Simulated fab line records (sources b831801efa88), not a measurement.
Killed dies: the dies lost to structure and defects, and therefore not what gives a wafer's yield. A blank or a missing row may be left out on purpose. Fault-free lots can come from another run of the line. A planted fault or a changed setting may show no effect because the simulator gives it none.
Which tool is to blame?	flow gf180mcu	33 wafers from 11 lots sampled at 5 of the route's 602 steps

== WHAT THE GAUGES READ, wafer by wafer ==
GF_HV_LDD_THK_MEAS_57. Usual: HV_LDD_CVD_56_THK typically reads 89.6 nm, with standard deviation 0.86.
lot	measured	on	HV_LDD_CVD_56_THK (nm)	flag
L178	day 12 18:16	film metro-01	88.8 89.2 88.9	
L179	day 13 04:19	film metro-01	91.6 91.2 90.9	
L183	day 14 08:32	film metro-01	89.2 88.9 89.2	
L185	day 15 11:54	film metro-04	90.4 89.9 90.9	
L189	day 16 14:19	film metro-04	28.4 28.1 28.2	OFF
L190	day 17 04:32	film metro-01	28.2 28.9 29.0	OFF
L191	day 17 07:03	film metro-01	90.5 89.8 90.1	
L197	day 19 05:20	film metro-03	91.4 91.5 91.2	
L198	day 19 07:51	film metro-03	90.7 90.1 90.6	
L199	day 19 20:22	film metro-03	90.4 90.4 91.5	
L200	day 20 04:17	film metro-01	89.6 89.8 89.8	

GF_CONTACT_BOW_MEAS_05. Usual: CONTACT_BOW typically reads 65 um, with standard deviation 6.8.
lot	measured	on	CONTACT_BOW (um)	flag
L178	day 15 10:38	film metro-03	69 65 58	
L179	day 15 21:27	film metro-03	60 70 72	
L183	day 17 04:51	film metro-03	55 73 68	
L185	day 18 09:32	film metro-04	57 68 57	
L189	day 19 13:57	film metro-01	48 58 43	
L190	day 20 05:28	film metro-04	42 42 42	OFF
L191	day 20 08:20	film metro-04	57 75 60	
L197	day 22 08:31	film metro-01	68 68 61	
L198	day 22 10:15	film metro-03	70 64 75	
L199	day 22 21:40	film metro-03	64 67 63	
L200	day 23 05:02	film metro-01	53 70 73	

== WHAT TOOL EACH LOT RAN ON (gives the tool, then ch and the chambers of the sampled wafers, and finally the start) ==
lot	GF_DUAL_GATE_STRIP_13	GF_HV_LDD_CVD_56	GF_HV_LDD_ETCHBACK_58
L178	plasma asher-04 ch 0,1, day 8 11:43	lpcvd-01 ch 0, day 12 16:50	rie diel-03 ch 0,1,2, day 12 18:20
L179	plasma asher-02 ch 0,1, day 8 21:16	lpcvd-02 ch 1, day 13 02:53	rie diel-02 ch 1,2,3, day 13 04:23
L183	plasma asher-03 ch 0,1, day 9 23:46	lpcvd-01 ch 1, day 14 07:06	rie diel-03 ch 0,3, day 14 08:35
L185	plasma asher-03 ch 0,1, day 10 21:57	lpcvd-02 ch 0, day 15 10:27	rie diel-01 ch 0,1,3, day 15 11:56
L189	plasma asher-04 ch 0,1, day 11 19:11	lpcvd-01 ch 0, day 16 12:53	rie diel-01 ch 0,3, day 16 14:22
L190	plasma asher-02 ch 0,1, day 12 06:41	lpcvd-01 ch 1, day 17 03:06	rie diel-03 ch 1,3, day 17 04:35
L191	plasma asher-03 ch 0,1, day 12 11:25	lpcvd-02 ch 1, day 17 05:37	rie diel-03 ch 0,2,3, day 17 07:06
L197	plasma asher-02 ch 0,1, day 14 02:38	lpcvd-02 ch 0, day 19 03:55	rie diel-03 ch 1,2,3, day 19 05:24
L198	plasma asher-03 ch 0,1, day 14 07:34	lpcvd-02 ch 0, day 19 06:25	rie diel-03 ch 0,1,3, day 19 07:55
L199	plasma asher-03 ch 0,1, day 14 15:42	lpcvd-02 ch 0, day 19 18:54	rie diel-02 ch 1,2, day 19 20:23
L200	plasma asher-04 ch 0,1, day 15 01:11	lpcvd-02 ch 1, day 20 02:52	rie diel-03 ch 1,2,3, day 20 04:20
- GF_DUAL_GATE_STRIP_13: strips in O2/N2.
- GF_HV_LDD_CVD_56: deposits Si3N4 from DCS/NH3, target thk 90 nm, time 1543 s.
- GF_HV_LDD_ETCHBACK_58: etches Si3N4 in CH3F/O2, stops on SiO2, time 100 s, target depth 90 nm.

== WHAT THE TOOLS THEMSELVES READ (means of the sampled wafers that have a number; where no wafer has one, the mark that the record gives instead) ==
GF_DUAL_GATE_STRIP_13. Usual: drypump motor current A 5.4 A, standard deviation 0.57; heater power w 334 W, standard deviation 35; oes product au 0.716 a.u., standard deviation 0.0042; strip time to endpoint s 12.61 s, standard deviation 0.035.
lot	tool	drypump motor current A (A)	heater power w (W)	oes product au (a.u.)	strip time to endpoint s (s)	flag
L178	plasma asher-04	4.9	305	0.715	12.65	
L179	plasma asher-02	5.9	329	0.716	12.62	
L183	plasma asher-03	5.6	335	0.715	12.61	
L185	plasma asher-03	5.2	334	0.718	12.61	
L189	plasma asher-04	5.1	329	0.717	12.61	
L190	plasma asher-02	5.9	329	0.711	12.60	
L191	plasma asher-03	5.2	335	0.715	12.62	
L197	plasma asher-02	5.9	328	0.720	12.60	
L198	plasma asher-03	5.6	329	0.719	12.59	
L199	plasma asher-03	5.2	328	0.716	12.63	
L200	plasma asher-04	5.0	304	0.711	12.67	

GF_HV_LDD_CVD_56. Usual: zone power upper pct reads 12.4 % (standard deviation 1).
lot	tool	zone power upper pct (%)	flag
L178	lpcvd-01	11.5	
L179	lpcvd-02	11.9	
L183	lpcvd-01	11.9	
L185	lpcvd-02	14.0	
L189	lpcvd-01	11.6	
L190	lpcvd-01	11.9	
L191	lpcvd-02	11.9	
L197	lpcvd-02	14.1	
L198	lpcvd-02	14.1	
L199	lpcvd-02	14.1	
L200	lpcvd-02	11.9	

GF_HV_LDD_ETCHBACK_58. Usual: O2_flow_sccm 30.01 sccm, standard deviation 0.082; drypump motor current A 5.9 A, standard deviation 0.56; oes product au 0.840 a.u., standard deviation 0.007; throttle valve pct 10.561 %, standard deviation 0.0091.
lot	tool	O2_flow_sccm (sccm)	drypump motor current A (A)	oes product au (a.u.)	throttle valve pct (%)	flag
L178	rie diel-03	30.01	5.8	0.835	10.557	
L179	rie diel-02	29.96	5.6	0.853	10.564	
L183	rie diel-03	30.02	6.6	0.836	10.562	
L185	rie diel-01	30.03	6.5	0.845	10.572	
L189	rie diel-01	30.04	6.4	0.520	10.514	OFF
L190	rie diel-03	30.08	6.4	0.526	10.520	OFF
L191	rie diel-03	30.04	6.2	0.841	10.558	
L197	rie diel-03	30.00	5.9	0.850	10.565	
L198	rie diel-03	29.98	6.2	0.846	10.562	
L199	rie diel-02	30.09	5.6	0.848	10.568	
L200	rie diel-03	30.03	5.9	0.838	10.561	

== THE ANSWER, worked out from the rows above alone ==
Rule: a lot is off if the mean of its wafers that have a number lies more than 3 standard deviations from the usual mean. A lot without any number at a reading at which 4 lots or more have one is off too. Any other lot the step has rows for is counted as sound. The gauges are gone through in route order, then the tools' own readings, and for those a lot's mean is taken as printed above. The first step at which some lot is off is used, and at that step the reading that is off furthest; a lot without a number counts as furthest.
Off: at GF_HV_LDD_THK_MEAS_57 (HV_LDD_CVD_56_THK), L189, L190.
If a tool, at a process step before that reading, ran all the lots that are off and no sound lot after the first of them, it fits. Not tried: the gauges at GF_HV_LDD_THK_MEAS_57; whatever is off there is also off at GF_HV_LDD_ETCHBACK_58, on other tools, and gauge error can't account for it. One candidate fits, namely lpcvd-01 at GF_HV_LDD_CVD_56. Its last sound lot is L183 (day 14 07:06), its first lot that is off L189 (day 16 12:53): a fault that began between those two fits.

== WHAT HAD BEEN PUT IN BY THE SIMULATOR ==
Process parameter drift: lpcvd-01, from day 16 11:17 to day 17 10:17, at GF_HV_LDD_CVD_56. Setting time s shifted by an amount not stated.
Struck lots among those shown: L189, L190. The rule given above showed the same thing.
